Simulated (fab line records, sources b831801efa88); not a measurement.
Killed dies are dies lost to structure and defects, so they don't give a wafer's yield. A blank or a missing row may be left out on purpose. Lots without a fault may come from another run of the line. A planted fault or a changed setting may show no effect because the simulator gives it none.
Which tool did it? | flow sky130 | 13 lots, 39 wafers sampled, at 5 steps of a route of 708

WHAT THE GAUGES READ, wafer by wafer
SKY_VT_ADJUST_LVTN_TW_MEAS_10. Usual: VT_ADJUST_LVTN_TW 241.9, standard deviation 2.9.
lot  | measured     | on            | VT_ADJUST_LVTN_TW | flag
L236 | day 6 18:31  | film_metro-01 | 239.1 238.8 239.9 |
L239 | day 7 14:50  | film_metro-02 | 245.7 246.9 245.8 |
L240 | day 7 19:48  | film_metro-01 | 238.6 240.1 240.4 |
L241 | day 8 06:13  | film_metro-02 | 244.3 243.5 243.5 |
L242 | day 8 13:23  | film_metro-01 | 237.2 238.0 238.9 |
L243 | day 8 20:31  | film_metro-04 | 242.1 242.0 241.5 |
L246 | day 9 14:47  | film_metro-04 | 241.3 239.9 241.8 |
L252 | day 11 14:54 | film_metro-04 | 240.7 240.6 239.7 |
L253 | day 11 21:37 | film_metro-01 | 238.6 239.9 238.1 |
L254 | day 12 04:55 | film_metro-01 | 239.1 240.5 238.2 |
L255 | day 12 09:16 | film_metro-02 | 244.4 243.8 245.3 |
L256 | day 12 13:41 | film_metro-02 | 244.9 245.0 243.8 |
L258 | day 13 05:13 | film_metro-04 | 240.7 240.4 241.9 |

SKY_LDD_HVN_TW_MEAS_10. Usual: LDD_HVN_TW 1434, standard deviation 10.
lot  | measured     | on            | LDD_HVN_TW     | flag
L236 | day 20 02:58 | film_metro-03 | 1438 1436 1431 |
L239 | day 21 11:43 | film_metro-03 | 1432 1435 1428 |
L240 | day 21 15:16 | film_metro-03 | 1440 1432 1433 |
L241 | day 22 04:50 | film_metro-01 | 1419 1420 1421 |
L242 | day 22 19:10 | film_metro-01 | 1433 1416 1428 |
L243 | day 22 23:53 | film_metro-02 | 1442 1448 1446 |
L246 | day 24 01:17 | film_metro-03 | 41 41 41       | OFF
L252 | day 26 15:41 | film_metro-01 | 1423 1430 1424 |
L253 | day 27 03:46 | film_metro-01 | 1432 1432 1425 |
L254 | day 27 07:37 | film_metro-03 | 1428 1432 1435 |
L255 | day 27 14:07 | film_metro-03 | 1436 1445 1435 |
L256 | day 27 17:13 | film_metro-02 | 1450 1454 1460 |
L258 | day 28 12:50 | film_metro-01 | 1419 1417 1422 |

WHICH TOOL RAN EACH LOT (tool, then ch and the chambers of the sampled wafers, then the start)
lot  | SKY_FIELD_ISO_STRIP_16              | SKY_LDD_P_STRIP_10                   | SKY_LDD_HVN_STRIP_09
L236 | plasma_asher-03 ch 0,1, day 2 05:39 | plasma_asher-01 ch 0,1, day 18 18:42 | plasma_asher-02 ch 0,1, day 20 02:52
L239 | plasma_asher-02 ch 0,1, day 2 20:57 | plasma_asher-04 ch 1, day 20 04:58   | plasma_asher-01 ch 1, day 21 11:37
L240 | plasma_asher-03 ch 0, day 3 00:52   | plasma_asher-04 ch 0,1, day 20 08:00 | plasma_asher-01 ch 0, day 21 15:10
L241 | plasma_asher-02 ch 0,1, day 3 07:38 | plasma_asher-03 ch 0,1, day 20 22:21 | plasma_asher-03 ch 0,1, day 22 04:44
L242 | plasma_asher-04 ch 0,1, day 3 14:41 | plasma_asher-04 ch 0,1, day 21 12:39 | plasma_asher-01 ch 0,1, day 22 19:04
L243 | plasma_asher-02 ch 0,1, day 3 17:40 | plasma_asher-01 ch 0,1, day 21 17:27 | plasma_asher-02 ch 1, day 22 23:47
L246 | plasma_asher-02 ch 0,1, day 4 09:10 | plasma_asher-01 ch 0,1, day 22 18:48 | plasma_asher-03 ch 0,1, day 24 01:11
L252 | plasma_asher-03 ch 0,1, day 5 16:39 | plasma_asher-04 ch 0,1, day 25 10:23 | plasma_asher-02 ch 0,1, day 26 15:35
L253 | plasma_asher-03 ch 0,1, day 5 20:55 | plasma_asher-03 ch 0,1, day 25 23:00 | plasma_asher-01 ch 0,1, day 27 03:40
L254 | plasma_asher-02 ch 0,1, day 6 02:23 | plasma_asher-01 ch 0,1, day 26 02:17 | plasma_asher-03 ch 0,1, day 27 07:31
L255 | plasma_asher-02 ch 0,1, day 6 06:07 | plasma_asher-01 ch 0,1, day 26 09:33 | plasma_asher-03 ch 0,1, day 27 14:01
L256 | plasma_asher-03 ch 0,1, day 6 16:05 | plasma_asher-03 ch 0,1, day 26 12:12 | plasma_asher-03 ch 0,1, day 27 17:07
L258 | plasma_asher-02 ch 0,1, day 7 04:56 | plasma_asher-01 ch 0,1, day 27 08:05 | plasma_asher-01 ch 0,1, day 28 12:44
- SKY_FIELD_ISO_STRIP_16: strips in O2/N2.
- SKY_LDD_P_STRIP_10: strips in O2/N2.
- SKY_LDD_HVN_STRIP_09: strips in O2/N2.

WHAT THE TOOLS THEMSELVES READ (means of the sampled wafers that have a number; where no wafer has one, the mark that the record gives instead)
SKY_FIELD_ISO_STRIP_16. Usual: drypump_motor_current_A 5.5 A, standard deviation 0.46; n2_flow_sccm 300.0 sccm, standard deviation 0.96; oes_product_au 0.378 a.u., standard deviation 0.0051; strip_time_to_endpoint_s 3.55 s, standard deviation 0.044.
lot  | tool            | drypump_motor_current_A (A) | n2_flow_sccm (sccm) | oes_product_au (a.u.) | strip_time_to_endpoint_s (s) | flag
L236 | plasma_asher-03 | 5.8                         | 300.0               | 0.377                 | 3.50                         |
L239 | plasma_asher-02 | 5.5                         | 299.8               | 0.377                 | 3.54                         |
L240 | plasma_asher-03 | 6.0                         | 299.4               | 0.380                 | 3.56                         |
L241 | plasma_asher-02 | 5.1                         | 299.9               | 0.379                 | 3.52                         |
L242 | plasma_asher-04 | 6.0                         | 299.2               | 0.380                 | 3.54                         |
L243 | plasma_asher-02 | 5.5                         | 299.2               | 0.382                 | 3.55                         |
L246 | plasma_asher-02 | 5.4                         | 300.1               | 0.382                 | 3.55                         |
L252 | plasma_asher-03 | 5.6                         | 300.1               | 0.375                 | 3.55                         |
L253 | plasma_asher-03 | 5.6                         | 300.7               | 0.381                 | 3.55                         |
L254 | plasma_asher-02 | 5.5                         | 300.4               | 0.374                 | 3.55                         |
L255 | plasma_asher-02 | 5.1                         | 299.4               | 0.381                 | 3.60                         |
L256 | plasma_asher-03 | 5.6                         | 300.6               | 0.379                 | 3.54                         |
L258 | plasma_asher-02 | 5.1                         | 300.6               | 0.376                 | 3.54                         |

SKY_LDD_P_STRIP_10. Usual: drypump_motor_current_A 5.8 A, standard deviation 0.3; n2_flow_sccm 300.1 sccm, standard deviation 0.96; oes_product_au 0.716 a.u., standard deviation 0.0048; strip_time_to_endpoint_s 14.18 s, standard deviation 0.031.
lot  | tool            | drypump_motor_current_A (A) | n2_flow_sccm (sccm) | oes_product_au (a.u.) | strip_time_to_endpoint_s (s) | flag
L236 | plasma_asher-01 | 5.7                         | 300.2               | 0.716                 | 14.15                        |
L239 | plasma_asher-04 | 5.5                         | 299.2               | 0.719                 | 14.19                        |
L240 | plasma_asher-04 | 6.0                         | 300.0               | 0.716                 | 14.19                        |
L241 | plasma_asher-03 | 5.6                         | 300.3               | 0.714                 | 14.17                        |
L242 | plasma_asher-04 | 5.9                         | 301.5               | 0.713                 | 14.19                        |
L243 | plasma_asher-01 | 5.9                         | 299.6               | 0.715                 | 14.14                        |
L246 | plasma_asher-01 | 5.8                         | 300.4               | 0.948                 | -                            | OFF
L252 | plasma_asher-04 | 5.7                         | 298.9               | 0.715                 | 14.19                        |
L253 | plasma_asher-03 | 5.6                         | 300.4               | 0.713                 | 14.21                        |
L254 | plasma_asher-01 | 5.8                         | 299.8               | 0.713                 | 14.18                        |
L255 | plasma_asher-01 | 6.0                         | 299.5               | 0.721                 | 14.19                        |
L256 | plasma_asher-03 | 5.8                         | 301.3               | 0.719                 | 14.20                        |
L258 | plasma_asher-01 | 5.9                         | 299.8               | 0.716                 | 14.22                        |

SKY_LDD_HVN_STRIP_09. Usual: drypump_motor_current_A 5.6 A, standard deviation 0.43; n2_flow_sccm 300.0 sccm, standard deviation 0.91; oes_product_au 0.408 a.u., standard deviation 0.0045; strip_time_to_endpoint_s 4.133 s, standard deviation 0.014.
lot  | tool            | drypump_motor_current_A (A) | n2_flow_sccm (sccm) | oes_product_au (a.u.) | strip_time_to_endpoint_s (s) | flag
L236 | plasma_asher-02 | 5.5                         | 299.8               | 0.405                 | 4.125                        |
L239 | plasma_asher-01 | 5.5                         | 299.7               | 0.410                 | 4.144                        |
L240 | plasma_asher-01 | 6.1                         | 299.7               | 0.406                 | 4.136                        |
L241 | plasma_asher-03 | 5.8                         | 300.5               | 0.407                 | 4.139                        |
L242 | plasma_asher-01 | 5.8                         | 300.4               | 0.410                 | 4.131                        |
L243 | plasma_asher-02 | 4.8                         | 299.4               | 0.413                 | 4.135                        |
L246 | plasma_asher-03 | 5.8                         | 299.9               | 0.563                 | 8.047                        | OFF
L252 | plasma_asher-02 | 5.1                         | 299.4               | 0.408                 | 4.142                        |
L253 | plasma_asher-01 | 5.9                         | 301.2               | 0.412                 | 4.117                        |
L254 | plasma_asher-03 | 5.6                         | 299.7               | 0.410                 | 4.129                        |
L255 | plasma_asher-03 | 5.6                         | 299.7               | 0.408                 | 4.137                        |
L256 | plasma_asher-03 | 5.8                         | 300.2               | 0.410                 | 4.136                        |
L258 | plasma_asher-01 | 5.9                         | 299.5               | 0.410                 | 4.117                        |

THE ANSWER, worked out from the rows above alone
Rule: a lot is off if the mean of its wafers that have a number lies more than 3 standard deviations from the usual mean. A lot without any number at a reading at which 4 lots or more have one is off too. The other lots that the step has rows for count as sound. The gauges are gone through in route order, then the tools' own readings, and for those a lot's mean is taken as printed above. The first step at which some lot is off is used, and at that step the reading that is off furthest; a lot without a number counts as furthest.
Off: L246, at SKY_LDD_HVN_TW_MEAS_10 (LDD_HVN_TW).
A tool fits if, at a process step before that reading, it ran every lot that is off, and no sound lot after the first of them. The gauges at SKY_LDD_HVN_TW_MEAS_10 aren't tried: what is off there is off at SKY_LDD_P_STRIP_10 too, on other tools, and a gauge's error can't cause that. None of those tried fits.

WHAT THE SIMULATOR HAD PUT IN
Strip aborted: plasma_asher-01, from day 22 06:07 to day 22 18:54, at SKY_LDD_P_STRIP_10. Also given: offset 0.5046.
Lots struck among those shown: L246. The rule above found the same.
